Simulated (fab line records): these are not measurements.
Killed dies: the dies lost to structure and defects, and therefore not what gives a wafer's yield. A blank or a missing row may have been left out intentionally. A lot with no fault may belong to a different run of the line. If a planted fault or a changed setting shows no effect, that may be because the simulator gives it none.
fab line records / flow sky130
record: lots: 13 wafers: 39 last-day: 50
route steps=708 shown NWELL@59 VIA2@519 METAL3@532
lots with no fault: from the same line, run without faults
start-h: hours from the record's opening day to when the first of the lot's shown wafers began / wait-h: how many hours have passed since the lot's step before this one / " the same as in the row above / L1.1+2: a row that stands for several wafers / - value missing, or start not given / * or withheld: withheld / < > ~ a bound
route shown NAME@n: names a module that has steps shown in the file, with the first one's number in the route / usual: the fault-free wafers' mean and standard deviation / same: alike in all rows / chamber/n: place in a boat / sites: per-site readings / _std_site: how widely they spread, as a standard deviation / _edge_site: the outer-site mean with the inner-site mean subtracted / radius-mm: how far each site lies from the wafer's centre / mask NAME#n: copy n / behind: the tool/chamber that last shaped the wafer / hold: why the lot was held/for how many hours/how that ended / device: which transistor (n, p or np) failed to switch / end of line: the tests these same wafers got at the end of their route / where a step has no rows: the recipe by itself / killed: at the first sort, the dies lost to defects and structure; wafer yield is something else / map: a wafer's dies, marking killed ones x, the rest . and places with no die _
set.NAME: the setting as run; set.NAME@STEP: as run at that earlier step / model.NAME: the simulator's own value behind a step, which no gauge read
route steps across a sampled set of lots; one table per step, one row per wafer
services: when a tool's chamber went out of use (start-h, in hours from the record's first day, below 0 if earlier), for how many hours, and the reason
== steps ==
step: SKY_NWELL_SOFTBAKE_06
recipe: temp-c: 110 time-s: withheld
usual: heater-power-total-W: 65.32/0.14 plate-temp-C: 109.99/0.15
lot.wafer=L950.3 tool=litho-track-04 chamber=0 start-h=79.54 wait-h=0.1 heater-power-total-W=65.11 plate-temp-C=109.89
lot.wafer=L950.5 tool=litho-track-04 chamber=0 start-h=79.54 wait-h=0.1 heater-power-total-W=65.22 plate-temp-C=109.58
lot.wafer=L950.6 tool=litho-track-04 chamber=0 start-h=79.54 wait-h=0.1 heater-power-total-W=65.10 plate-temp-C=109.87
lot.wafer=L951.2 tool=litho-track-02 chamber=0 start-h=82.63 wait-h=0.1 heater-power-total-W=65.27 plate-temp-C=110.10
lot.wafer=L951.3 tool=litho-track-02 chamber=0 start-h=82.63 wait-h=0.1 heater-power-total-W=65.29 plate-temp-C=109.74
lot.wafer=L951.4 tool=litho-track-02 chamber=0 start-h=82.63 wait-h=0.1 heater-power-total-W=65.46 plate-temp-C=109.79
lot.wafer=L952.2 tool=litho-track-03 chamber=0 start-h=85.82 wait-h=0.1 heater-power-total-W=65.52 plate-temp-C=110.03
lot.wafer=L952.3 tool=litho-track-03 chamber=0 start-h=85.82 wait-h=0.1 heater-power-total-W=65.41 plate-temp-C=109.81
lot.wafer=L952.6 tool=litho-track-03 chamber=0 start-h=85.82 wait-h=0.1 heater-power-total-W=65.53 plate-temp-C=109.95
lot.wafer=L953.1 tool=litho-track-02 chamber=0 start-h=92.74 wait-h=0.1 heater-power-total-W=65.35 plate-temp-C=110.13
lot.wafer=L953.4 tool=litho-track-02 chamber=0 start-h=92.74 wait-h=0.1 heater-power-total-W=65.50 plate-temp-C=109.89
lot.wafer=L953.6 tool=litho-track-02 chamber=0 start-h=92.74 wait-h=0.1 heater-power-total-W=65.19 plate-temp-C=110.23
lot.wafer=L954.2 tool=litho-track-03 chamber=0 start-h=95.47 wait-h=0.1 heater-power-total-W=65.48 plate-temp-C=110.06
lot.wafer=L954.5 tool=litho-track-03 chamber=0 start-h=95.47 wait-h=0.1 heater-power-total-W=65.12 plate-temp-C=109.83
lot.wafer=L954.6 tool=litho-track-03 chamber=0 start-h=95.47 wait-h=0.1 heater-power-total-W=65.60 plate-temp-C=109.95
lot.wafer=L955.1 tool=litho-track-03 chamber=0 start-h=104.74 wait-h=0.1 heater-power-total-W=65.13 plate-temp-C=110.02
lot.wafer=L955.3 tool=litho-track-03 chamber=0 start-h=104.74 wait-h=0.1 heater-power-total-W=65.21 plate-temp-C=110.12
lot.wafer=L955.6 tool=litho-track-03 chamber=0 start-h=104.74 wait-h=0.1 heater-power-total-W=65.37 plate-temp-C=110.25
lot.wafer=L956.2 tool=litho-track-02 chamber=0 start-h=111.33 wait-h=0.1 heater-power-total-W=65.48 plate-temp-C=109.95
lot.wafer=L956.4 tool=litho-track-02 chamber=0 start-h=111.33 wait-h=0.1 heater-power-total-W=65.38 plate-temp-C=110.04
lot.wafer=L956.6 tool=litho-track-02 chamber=0 start-h=111.33 wait-h=0.1 heater-power-total-W=65.45 plate-temp-C=110.00
lot.wafer=L961.1 tool=litho-track-02 chamber=0 start-h=138.74 wait-h=0.1 heater-power-total-W=64.36 plate-temp-C=109.25
lot.wafer=L961.2 tool=litho-track-02 chamber=0 start-h=138.74 wait-h=0.1 heater-power-total-W=64.59 plate-temp-C=108.87
lot.wafer=L961.3 tool=litho-track-02 chamber=0 start-h=138.74 wait-h=0.1 heater-power-total-W=64.48 plate-temp-C=109.07
lot.wafer=L965.4 tool=litho-track-02 chamber=0 start-h=161.44 wait-h=0.1 heater-power-total-W=64.26 plate-temp-C=108.83
lot.wafer=L965.5 tool=litho-track-02 chamber=0 start-h=161.44 wait-h=0.1 heater-power-total-W=64.46 plate-temp-C=108.84
lot.wafer=L965.6 tool=litho-track-02 chamber=0 start-h=161.44 wait-h=0.1 heater-power-total-W=64.54 plate-temp-C=109.00
lot.wafer=L968.3 tool=litho-track-03 chamber=0 start-h=180.40 wait-h=0.1 heater-power-total-W=65.39 plate-temp-C=110.01
lot.wafer=L968.4 tool=litho-track-03 chamber=0 start-h=180.40 wait-h=0.1 heater-power-total-W=65.15 plate-temp-C=110.08
lot.wafer=L968.5 tool=litho-track-03 chamber=0 start-h=180.40 wait-h=0.1 heater-power-total-W=65.31 plate-temp-C=110.31
lot.wafer=L971.1 tool=litho-track-04 chamber=0 start-h=195.92 wait-h=0.1 heater-power-total-W=65.17 plate-temp-C=110.09
lot.wafer=L971.4 tool=litho-track-04 chamber=0 start-h=195.92 wait-h=0.1 heater-power-total-W=65.10 plate-temp-C=109.97
lot.wafer=L971.6 tool=litho-track-04 chamber=0 start-h=195.92 wait-h=0.1 heater-power-total-W=65.16 plate-temp-C=110.01
lot.wafer=L972.3 tool=litho-track-04 chamber=0 start-h=203.44 wait-h=0.1 heater-power-total-W=65.46 plate-temp-C=110.20
lot.wafer=L972.4 tool=litho-track-04 chamber=0 start-h=203.44 wait-h=0.1 heater-power-total-W=65.11 plate-temp-C=110.07
lot.wafer=L972.5 tool=litho-track-04 chamber=0 start-h=203.44 wait-h=0.1 heater-power-total-W=65.19 plate-temp-C=110.21
lot.wafer=L973.1 tool=litho-track-03 chamber=0 start-h=207.59 wait-h=0.1 heater-power-total-W=65.32 plate-temp-C=109.98
lot.wafer=L973.3 tool=litho-track-03 chamber=0 start-h=207.59 wait-h=0.1 heater-power-total-W=65.15 plate-temp-C=109.93
lot.wafer=L973.5 tool=litho-track-03 chamber=0 start-h=207.59 wait-h=0.1 heater-power-total-W=65.16 plate-temp-C=109.80
step: SKY_VIA2_CD_MEAS_12
recipe: target-cd-nm: 200
usual: cd-nm: 200.3/1.3
lot.wafer=L950.3 tool=cd-sem-01 chamber=- start-h=847.11 wait-h=- cd-nm=201.5
lot.wafer=L950.5 tool=cd-sem-01 chamber=- start-h=847.11 wait-h=- cd-nm=200.4
lot.wafer=L950.6 tool=cd-sem-01 chamber=- start-h=847.11 wait-h=- cd-nm=200.6
lot.wafer=L951.2 tool=cd-sem-02 chamber=- start-h=853.11 wait-h=- cd-nm=202.3
lot.wafer=L951.3 tool=cd-sem-02 chamber=- start-h=853.11 wait-h=- cd-nm=201.1
lot.wafer=L951.4 tool=cd-sem-02 chamber=- start-h=853.11 wait-h=- cd-nm=202.0
lot.wafer=L952.2 tool=cd-sem-02 chamber=- start-h=856.44 wait-h=- cd-nm=198.8
lot.wafer=L952.3 tool=cd-sem-02 chamber=- start-h=856.44 wait-h=- cd-nm=198.2
lot.wafer=L952.6 tool=cd-sem-02 chamber=- start-h=856.44 wait-h=- cd-nm=199.1
lot.wafer=L953.1 tool=cd-sem-01 chamber=- start-h=866.44 wait-h=- cd-nm=199.8
lot.wafer=L953.4 tool=cd-sem-01 chamber=- start-h=866.44 wait-h=- cd-nm=199.1
lot.wafer=L953.6 tool=cd-sem-01 chamber=- start-h=866.44 wait-h=- cd-nm=199.7
lot.wafer=L954.2 tool=cd-sem-02 chamber=- start-h=880.64 wait-h=- cd-nm=200.5
lot.wafer=L954.5 tool=cd-sem-02 chamber=- start-h=880.64 wait-h=- cd-nm=200.7
lot.wafer=L954.6 tool=cd-sem-02 chamber=- start-h=880.64 wait-h=- cd-nm=200.4
lot.wafer=L955.1 tool=cd-sem-01 chamber=- start-h=883.74 wait-h=- cd-nm=202.2
lot.wafer=L955.3 tool=cd-sem-01 chamber=- start-h=883.74 wait-h=- cd-nm=200.2
lot.wafer=L955.6 tool=cd-sem-01 chamber=- start-h=883.74 wait-h=- cd-nm=201.4
lot.wafer=L956.2 tool=cd-sem-01 chamber=- start-h=898.91 wait-h=- cd-nm=201.0
lot.wafer=L956.4 tool=cd-sem-01 chamber=- start-h=898.91 wait-h=- cd-nm=200.5
lot.wafer=L956.6 tool=cd-sem-01 chamber=- start-h=898.91 wait-h=- cd-nm=200.6
lot.wafer=L961.1 tool=cd-sem-02 chamber=- start-h=930.24 wait-h=- cd-nm=199.2
lot.wafer=L961.2 tool=cd-sem-02 chamber=- start-h=930.24 wait-h=- cd-nm=200.2
lot.wafer=L961.3 tool=cd-sem-02 chamber=- start-h=930.24 wait-h=- cd-nm=201.0
lot.wafer=L965.4 tool=cd-sem-02 chamber=- start-h=960.65 wait-h=- cd-nm=201.3
lot.wafer=L965.5 tool=cd-sem-02 chamber=- start-h=960.65 wait-h=- cd-nm=201.4
lot.wafer=L965.6 tool=cd-sem-02 chamber=- start-h=960.65 wait-h=- cd-nm=201.9
lot.wafer=L968.3 tool=cd-sem-02 chamber=- start-h=979.28 wait-h=- cd-nm=196.9
lot.wafer=L968.4 tool=cd-sem-02 chamber=- start-h=979.28 wait-h=- cd-nm=199.4
lot.wafer=L968.5 tool=cd-sem-02 chamber=- start-h=979.28 wait-h=- cd-nm=198.6
lot.wafer=L971.1 tool=cd-sem-01 chamber=- start-h=998.41 wait-h=- cd-nm=203.8
lot.wafer=L971.4 tool=cd-sem-01 chamber=- start-h=998.41 wait-h=- cd-nm=202.4
lot.wafer=L971.6 tool=cd-sem-01 chamber=- start-h=998.41 wait-h=- cd-nm=202.8
lot.wafer=L972.3 tool=cd-sem-01 chamber=- start-h=1003.71 wait-h=- cd-nm=199.2
lot.wafer=L972.4 tool=cd-sem-01 chamber=- start-h=1003.71 wait-h=- cd-nm=200.3
lot.wafer=L972.5 tool=cd-sem-01 chamber=- start-h=1003.71 wait-h=- cd-nm=200.5
lot.wafer=L973.1 tool=cd-sem-02 chamber=- start-h=1010.09 wait-h=- cd-nm=202.6
lot.wafer=L973.3 tool=cd-sem-02 chamber=- start-h=1010.09 wait-h=- cd-nm=200.5
lot.wafer=L973.5 tool=cd-sem-02 chamber=- start-h=1010.09 wait-h=- cd-nm=200.8
step: SKY_VIA2_SPUTTER_20
recipe: material: TiN target-thk-nm: 20 chamber-pressure-pa: 5 power-w: 4000 time-s: 80
usual: throttle-valve-pct: 30.1/0.64
lot.wafer=L950.3 tool=pvd-sputter-03 chamber=- start-h=847.92 wait-h=0.0 throttle-valve-pct=30.2
lot.wafer=L950.5 tool=pvd-sputter-03 chamber=- start-h=847.92 wait-h=0.0 throttle-valve-pct=29.1
lot.wafer=L950.6 tool=pvd-sputter-03 chamber=- start-h=847.92 wait-h=0.0 throttle-valve-pct=30.4
lot.wafer=L951.2 tool=pvd-sputter-03 chamber=- start-h=853.98 wait-h=0.0 throttle-valve-pct=28.9
lot.wafer=L951.3 tool=pvd-sputter-03 chamber=- start-h=853.98 wait-h=0.0 throttle-valve-pct=30.0
lot.wafer=L951.4 tool=pvd-sputter-03 chamber=- start-h=853.98 wait-h=0.0 throttle-valve-pct=30.3
lot.wafer=L952.2 tool=pvd-sputter-04 chamber=- start-h=857.28 wait-h=0.0 throttle-valve-pct=29.6
lot.wafer=L952.3 tool=pvd-sputter-04 chamber=- start-h=857.28 wait-h=0.0 throttle-valve-pct=30.3
lot.wafer=L952.6 tool=pvd-sputter-04 chamber=- start-h=857.28 wait-h=0.0 throttle-valve-pct=30.0
lot.wafer=L953.1 tool=pvd-sputter-03 chamber=- start-h=867.73 wait-h=0.0 throttle-valve-pct=28.9
lot.wafer=L953.4 tool=pvd-sputter-03 chamber=- start-h=867.73 wait-h=0.0 throttle-valve-pct=30.9
lot.wafer=L953.6 tool=pvd-sputter-03 chamber=- start-h=867.73 wait-h=0.0 throttle-valve-pct=31.4
lot.wafer=L954.2 tool=pvd-sputter-03 chamber=- start-h=881.48 wait-h=0.0 throttle-valve-pct=30.2
lot.wafer=L954.5 tool=pvd-sputter-03 chamber=- start-h=881.48 wait-h=0.0 throttle-valve-pct=30.2
lot.wafer=L954.6 tool=pvd-sputter-03 chamber=- start-h=881.48 wait-h=0.0 throttle-valve-pct=28.9
lot.wafer=L955.1 tool=pvd-sputter-04 chamber=- start-h=884.60 wait-h=0.0 throttle-valve-pct=30.7
lot.wafer=L955.3 tool=pvd-sputter-04 chamber=- start-h=884.60 wait-h=0.0 throttle-valve-pct=30.4
lot.wafer=L955.6 tool=pvd-sputter-04 chamber=- start-h=884.60 wait-h=0.0 throttle-valve-pct=29.7
lot.wafer=L956.2 tool=pvd-sputter-02 chamber=- start-h=899.76 wait-h=0.0 throttle-valve-pct=29.7
lot.wafer=L956.4 tool=pvd-sputter-02 chamber=- start-h=899.76 wait-h=0.0 throttle-valve-pct=29.6
lot.wafer=L956.6 tool=pvd-sputter-02 chamber=- start-h=899.76 wait-h=0.0 throttle-valve-pct=30.5
lot.wafer=L961.1 tool=pvd-sputter-03 chamber=- start-h=931.10 wait-h=0.0 throttle-valve-pct=30.2
lot.wafer=L961.2 tool=pvd-sputter-03 chamber=- start-h=931.10 wait-h=0.0 throttle-valve-pct=31.0
lot.wafer=L961.3 tool=pvd-sputter-03 chamber=- start-h=931.10 wait-h=0.0 throttle-valve-pct=30.4
lot.wafer=L965.4 tool=pvd-sputter-03 chamber=- start-h=961.48 wait-h=0.0 throttle-valve-pct=29.2
lot.wafer=L965.5 tool=pvd-sputter-03 chamber=- start-h=961.48 wait-h=0.0 throttle-valve-pct=30.2
lot.wafer=L965.6 tool=pvd-sputter-03 chamber=- start-h=961.48 wait-h=0.0 throttle-valve-pct=29.0
lot.wafer=L968.3 tool=pvd-sputter-04 chamber=- start-h=980.10 wait-h=0.0 throttle-valve-pct=30.3
lot.wafer=L968.4 tool=pvd-sputter-04 chamber=- start-h=980.10 wait-h=0.0 throttle-valve-pct=30.3
lot.wafer=L968.5 tool=pvd-sputter-04 chamber=- start-h=980.10 wait-h=0.0 throttle-valve-pct=29.9
lot.wafer=L971.1 tool=pvd-sputter-04 chamber=- start-h=999.33 wait-h=0.0 throttle-valve-pct=29.6
lot.wafer=L971.4 tool=pvd-sputter-04 chamber=- start-h=999.33 wait-h=0.0 throttle-valve-pct=29.7
lot.wafer=L971.6 tool=pvd-sputter-04 chamber=- start-h=999.33 wait-h=0.0 throttle-valve-pct=30.5
lot.wafer=L972.3 tool=pvd-sputter-04 chamber=- start-h=1004.52 wait-h=0.0 throttle-valve-pct=29.8
lot.wafer=L972.4 tool=pvd-sputter-04 chamber=- start-h=1004.52 wait-h=0.0 throttle-valve-pct=30.4
lot.wafer=L972.5 tool=pvd-sputter-04 chamber=- start-h=1004.52 wait-h=0.0 throttle-valve-pct=30.9
lot.wafer=L973.1 tool=pvd-sputter-04 chamber=- start-h=1010.95 wait-h=0.0 throttle-valve-pct=29.9
lot.wafer=L973.3 tool=pvd-sputter-04 chamber=- start-h=1010.95 wait-h=0.0 throttle-valve-pct=30.8
lot.wafer=L973.5 tool=pvd-sputter-04 chamber=- start-h=1010.95 wait-h=0.0 throttle-valve-pct=30.7
step: SKY_METAL3_SPUTTER_00
recipe: material: Ti target-thk-nm: 15 power-w: 3000 time-s: 10 chamber-pressure-pa: 0.4
usual: throttle-valve-pct: 30.2/0.91
lot.wafer=L950.3 tool=pvd-sputter-01 chamber=- start-h=848.59 wait-h=0.1 throttle-valve-pct=29.2
lot.wafer=L950.5 tool=pvd-sputter-01 chamber=- start-h=848.59 wait-h=0.1 throttle-valve-pct=30.1
lot.wafer=L950.6 tool=pvd-sputter-01 chamber=- start-h=848.59 wait-h=0.1 throttle-valve-pct=29.8
lot.wafer=L951.2 tool=pvd-sputter-04 chamber=- start-h=854.65 wait-h=0.1 throttle-valve-pct=30.7
lot.wafer=L951.3 tool=pvd-sputter-04 chamber=- start-h=854.65 wait-h=0.1 throttle-valve-pct=29.7
lot.wafer=L951.4 tool=pvd-sputter-04 chamber=- start-h=854.65 wait-h=0.1 throttle-valve-pct=30.7
lot.wafer=L952.2 tool=pvd-sputter-01 chamber=- start-h=857.95 wait-h=0.1 throttle-valve-pct=30.4
lot.wafer=L952.3 tool=pvd-sputter-01 chamber=- start-h=857.95 wait-h=0.1 throttle-valve-pct=30.1
lot.wafer=L952.6 tool=pvd-sputter-01 chamber=- start-h=857.95 wait-h=0.1 throttle-valve-pct=32.4
lot.wafer=L953.1 tool=pvd-sputter-01 chamber=- start-h=868.53 wait-h=0.1 throttle-valve-pct=32.4
lot.wafer=L953.4 tool=pvd-sputter-01 chamber=- start-h=868.53 wait-h=0.1 throttle-valve-pct=29.3
lot.wafer=L953.6 tool=pvd-sputter-01 chamber=- start-h=868.53 wait-h=0.1 throttle-valve-pct=29.4
lot.wafer=L954.2 tool=pvd-sputter-04 chamber=- start-h=882.15 wait-h=0.1 throttle-valve-pct=30.4
lot.wafer=L954.5 tool=pvd-sputter-04 chamber=- start-h=882.15 wait-h=0.1 throttle-valve-pct=29.4
lot.wafer=L954.6 tool=pvd-sputter-04 chamber=- start-h=882.15 wait-h=0.1 throttle-valve-pct=30.5
lot.wafer=L955.1 tool=pvd-sputter-04 chamber=- start-h=885.40 wait-h=0.2 throttle-valve-pct=30.3
lot.wafer=L955.3 tool=pvd-sputter-04 chamber=- start-h=885.40 wait-h=0.2 throttle-valve-pct=29.7
lot.wafer=L955.6 tool=pvd-sputter-04 chamber=- start-h=885.40 wait-h=0.2 throttle-valve-pct=29.6
lot.wafer=L956.2 tool=pvd-sputter-01 chamber=- start-h=900.43 wait-h=0.2 throttle-valve-pct=29.5
lot.wafer=L956.4 tool=pvd-sputter-01 chamber=- start-h=900.43 wait-h=0.2 throttle-valve-pct=30.0
lot.wafer=L956.6 tool=pvd-sputter-01 chamber=- start-h=900.43 wait-h=0.2 throttle-valve-pct=29.9
lot.wafer=L961.1 tool=pvd-sputter-01 chamber=- start-h=931.77 wait-h=0.1 throttle-valve-pct=30.4
lot.wafer=L961.2 tool=pvd-sputter-01 chamber=- start-h=931.77 wait-h=0.1 throttle-valve-pct=32.2
lot.wafer=L961.3 tool=pvd-sputter-01 chamber=- start-h=931.77 wait-h=0.1 throttle-valve-pct=29.6
lot.wafer=L965.4 tool=pvd-sputter-04 chamber=- start-h=962.15 wait-h=0.2 throttle-valve-pct=30.7
lot.wafer=L965.5 tool=pvd-sputter-04 chamber=- start-h=962.15 wait-h=0.2 throttle-valve-pct=30.7
lot.wafer=L965.6 tool=pvd-sputter-04 chamber=- start-h=962.15 wait-h=0.2 throttle-valve-pct=30.5
lot.wafer=L968.3 tool=pvd-sputter-04 chamber=- start-h=980.77 wait-h=0.1 throttle-valve-pct=29.8
lot.wafer=L968.4 tool=pvd-sputter-04 chamber=- start-h=980.77 wait-h=0.1 throttle-valve-pct=30.2
lot.wafer=L968.5 tool=pvd-sputter-04 chamber=- start-h=980.77 wait-h=0.1 throttle-valve-pct=30.3
lot.wafer=L971.1 tool=pvd-sputter-01 chamber=- start-h=1000.00 wait-h=0.2 throttle-valve-pct=29.5
lot.wafer=L971.4 tool=pvd-sputter-01 chamber=- start-h=1000.00 wait-h=0.2 throttle-valve-pct=32.3
lot.wafer=L971.6 tool=pvd-sputter-01 chamber=- start-h=1000.00 wait-h=0.2 throttle-valve-pct=29.6
lot.wafer=L972.3 tool=pvd-sputter-01 chamber=- start-h=1005.20 wait-h=0.1 throttle-valve-pct=29.0
lot.wafer=L972.4 tool=pvd-sputter-01 chamber=- start-h=1005.20 wait-h=0.1 throttle-valve-pct=29.8
lot.wafer=L972.5 tool=pvd-sputter-01 chamber=- start-h=1005.20 wait-h=0.1 throttle-valve-pct=29.7
lot.wafer=L973.1 tool=pvd-sputter-04 chamber=- start-h=1011.62 wait-h=0.1 throttle-valve-pct=30.8
lot.wafer=L973.3 tool=pvd-sputter-04 chamber=- start-h=1011.62 wait-h=0.1 throttle-valve-pct=30.6
lot.wafer=L973.5 tool=pvd-sputter-04 chamber=- start-h=1011.62 wait-h=0.1 throttle-valve-pct=30.4
== services ==
tool=pvd-sputter-04 chamber=- start-h=57.31 hours=15.7 kind=repair
tool=pvd-sputter-01 chamber=- start-h=64.56 hours=10.6 kind=repair
tool=pvd-sputter-01 chamber=- start-h=75.55 hours=8.4 kind=repair
tool=pvd-sputter-01 chamber=- start-h=76.24 hours=4.2 kind=repair
tool=pvd-sputter-03 chamber=- start-h=108.61 hours=3.0 kind=repair
tool=pvd-sputter-04 chamber=- start-h=113.09 hours=21.9 kind=repair
tool=pvd-sputter-04 chamber=- start-h=144.32 hours=11.3 kind=repair
tool=pvd-sputter-01 chamber=- start-h=167.84 hours=2.5 kind=repair
tool=pvd-sputter-03 chamber=- start-h=174.92 hours=8.1 kind=repair
tool=pvd-sputter-01 chamber=- start-h=198.38 hours=6.0 kind=repair
tool=pvd-sputter-01 chamber=- start-h=257.63 hours=1.7 kind=repair
tool=pvd-sputter-01 chamber=- start-h=327.68 hours=0.5 kind=repair
tool=pvd-sputter-01 chamber=- start-h=343.89 hours=1.1 kind=repair
tool=pvd-sputter-04 chamber=- start-h=359.11 hours=5.5 kind=repair
tool=pvd-sputter-01 chamber=- start-h=484.96 hours=7.4 kind=repair
tool=pvd-sputter-04 chamber=- start-h=486.91 hours=2.7 kind=repair
tool=pvd-sputter-01 chamber=- start-h=519.88 hours=1.1 kind=repair
tool=pvd-sputter-01 chamber=- start-h=543.94 hours=1.3 kind=repair
tool=pvd-sputter-01 chamber=- start-h=547.93 hours=4.4 kind=repair
tool=pvd-sputter-03 chamber=- start-h=622.37 hours=1.2 kind=repair
tool=pvd-sputter-04 chamber=- start-h=756.93 hours=0.7 kind=repair
tool=pvd-sputter-04 chamber=- start-h=839.20 hours=1.4 kind=repair
tool=pvd-sputter-03 chamber=- start-h=967.15 hours=72.4 kind=repair
tool=pvd-sputter-01 chamber=- start-h=1007.91 hours=8.1 kind=repair
== key ==
first-sign: step: SKY_NWELL_SOFTBAKE_06 reading: plate-temp-C direction: down sigmas: 7 usual: * struck: *
effect: step: SKY_NWELL_SOFTBAKE_06 reading: heater-power-total-W direction: down sigmas: 6.2 usual: * struck: *
met-at SKY_NWELL_SOFTBAKE_06
struck-lots L961,L965
tester-left-out L961,L965
not-acting-at SKY_VIA2_CD_MEAS_12,SKY_VIA2_SPUTTER_20,SKY_METAL3_SPUTTER_00
onset-between 111.33 138.74
fault: kind: process-parameter-drift tool: litho-track-02 chamber: - onset-h: 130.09 steps: SKY_NWELL_SOFTBAKE_06 channel: temp-c offset: * shape: step end-h: 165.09 acts-in: * stated: *
tester-left-out: of these lots the tester's yield and bins aren't shown, on N5 and GAA mostly nor the transistor test; their killed dies are dies lost to structure and defects alone, not to doping, threshold or leakage, so they don't give the yield
